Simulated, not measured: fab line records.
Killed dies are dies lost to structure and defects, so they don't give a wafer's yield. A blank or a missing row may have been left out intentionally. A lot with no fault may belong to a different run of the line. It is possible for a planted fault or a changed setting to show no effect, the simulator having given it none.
A single fault, viewed from 2 desks ; flow sky130 ; each desk has only its own numbers; what lay behind them comes last

METROLOGY DESK
Lot by lot, what the gauges showed, no matter which tool ran the lot: averages of those sampled wafers that carry a number. A lot is out of limits, marked OUT, if its mean lies more than 4 standard deviations from the usual mean; the brackets give that distance.
Columns: A = POLY_GATE_CVD_00_THK at SKY_POLY_GATE_THK_MEAS_01, usual 179.7 nm; B = SD_N_OVL at SKY_SD_N_OVL_MEAS_08, usual 0.1 nm; C = SD_N_RS at SKY_SD_N_RS_MEAS_16, usual 68.55 ohm/sq; D = CONTACT_BOW at SKY_CONTACT_BOW_MEAS_05, usual 83 um
lot;first seen here;A;B;C;D
L414;day 14 09:30;180.5;0.5;68.51;81
L417;day 15 07:28;179.5;1.6;68.66;80
L416;day 15 10:22;180.3;-1.7;68.62;86
L418;day 16 04:41;196.1 (+10) OUT;-0.4;68.54;80
L419;day 16 19:10;200.0 (+13) OUT;0.3;68.60;83
L421;day 17 02:41;198.2 (+12) OUT;0.3;68.57;83
L428;day 19 16:13;181.1;0.9;68.57;83
L430;day 19 21:57;176.5;0.2;68.58;86
L432;day 20 16:11;180.3;-0.5;68.46;85
L433;day 21 03:17;179.6;-0.1;68.63;89
L434;day 21 08:07;181.2;1.4;68.68;94
L435;day 21 15:46;179.8;-0.8;68.53;85
L436;day 22 08:13;179.3;0.1;68.65;85
Finding of this desk: L418, L419, L421 out of limits, first seen on L418 at day 16 04:41 (POLY_GATE_CVD_00_THK at SKY_POLY_GATE_THK_MEAS_01). In limits: L414, L417, L416, L428, L430, L432, L433, L434, L435, L436.

AT THE TOOL OWNER'S DESK: lpcvd-01
The tool's own readings at SKY_POLY_GATE_CVD_00 (deposits poly-Si, target thk 180 nm, time 720 s): means of the sampled wafers that have a number, for each lot that ran on this tool. A lot is out of limits, marked OUT, if its mean lies more than 4 standard deviations from the usual mean; the brackets give that distance.
Columns: A = pressureMtorr at SKY_POLY_GATE_CVD_00, usual 200.0 mTorr; B = susceptorTempC at SKY_POLY_GATE_CVD_00, usual 619.93 C; C = zonePowerCentrePct at SKY_POLY_GATE_CVD_00, usual 9.8 %
lot;first seen here;A;B;C
L414;day 14 08:18;200.1;619.79;10.7
L417;day 15 06:16;199.8;620.25;8.9
L416;day 15 09:10;200.1;619.75;10.8
L418;day 16 03:29;240.2 (+99 or more) OUT;619.87;9.0
L419;day 16 17:22;239.2 (+99 or more) OUT;619.85;10.7
L421;day 17 01:28;239.6 (+99 or more) OUT;620.15;9.0
L428;day 19 14:58;200.2;620.22;9.0
L430;day 19 20:44;200.0;619.83;10.8
L432;day 20 14:59;200.1;619.92;8.9
L433;day 21 02:05;200.5;619.83;10.7
L434;day 21 06:53;200.1;619.90;9.0
L435;day 21 14:34;199.6;619.82;9.0
L436;day 22 07:01;200.1;620.05;8.7
This desk finds L418, L419, L421 out of limits, L418 being first, at day 16 03:29 (pressureMtorr at SKY_POLY_GATE_CVD_00). In limits: L414, L417, L416, L428, L430, L432, L433, L434, L435, L436.

TAKEN TOGETHER
The tool owner's desk had the chance to raise an alarm at day 16 03:29 on L418, L419, L421.
At day 16 04:41 the metrology desk could have sounded an alarm, on L418, L419, L421.
Of the lots named, all ran SKY_POLY_GATE_CVD_00 on lpcvd-01.

WHAT WAS PUT IN BY THE SIMULATOR
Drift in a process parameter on lpcvd-01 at SKY_POLY_GATE_CVD_00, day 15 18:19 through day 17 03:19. From 200, the setting pressureMtorr moved by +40.
Shown lots that were struck: L418, L419, L421.
Hours from the fault's start to each desk's first reading out of limits: the tool owner's desk, 9; the metrology desk, 10.
